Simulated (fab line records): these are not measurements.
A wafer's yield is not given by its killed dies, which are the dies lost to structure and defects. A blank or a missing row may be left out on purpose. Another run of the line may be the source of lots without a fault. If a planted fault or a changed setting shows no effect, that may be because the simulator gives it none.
Which tool was responsible? :: flow sky130 :: route of 708 steps, sampled at 1 step: 6 lots, 18 wafers

## WHAT EACH GAUGE READ, for each wafer
SKY_LDD_LDN_OVL_MEAS_07.
lot: L326
measured: day 23 02:38
on: overlay-02
LDD_LDN_OVL (nm): -0.3 0.4 0.9

lot: L328
measured: day 23 23:24
on: overlay-02
LDD_LDN_OVL (nm): 1.6 0.8 2.9

lot: L330
measured: day 24 18:09
on: overlay-02
LDD_LDN_OVL (nm): 0.7 0.8 1.2

lot: L333
measured: day 25 19:43
on: overlay-01
LDD_LDN_OVL (nm): 2.0 4.4 1.7

lot: L338
measured: day 27 12:57
on: overlay-02
LDD_LDN_OVL (nm): 1.8 0.5 1.9

lot: L342
measured: day 28 18:34
on: overlay-01
LDD_LDN_OVL (nm): 3.0 3.3 2.6

## TOOL THAT RAN EACH LOT (tool first, then ch and the chambers of the sampled wafers, then the start)
There is no process step in the record ahead of these readings.

## THE ANSWER, worked out from the rows above alone
Rule: the lots themselves supply what counts as usual. Put in order of their means at a reading, lots are off if they are a third of the lots or fewer, leave a main group of 4 or more, and stand apart from it by a gap of 3 or more times the standard deviation of the main group's means; of several such gaps the widest counts. A main group is skipped when, at the precision printed for the reading in the tables above, its means are all equal. Also off: a lot with no number at a reading for which 4 or more lots have one. All remaining lots with rows at the step are treated as sound.
No lot is off at any reading shown: from this, nothing can be told.

## WHAT WAS PUT IN BY THE SIMULATOR
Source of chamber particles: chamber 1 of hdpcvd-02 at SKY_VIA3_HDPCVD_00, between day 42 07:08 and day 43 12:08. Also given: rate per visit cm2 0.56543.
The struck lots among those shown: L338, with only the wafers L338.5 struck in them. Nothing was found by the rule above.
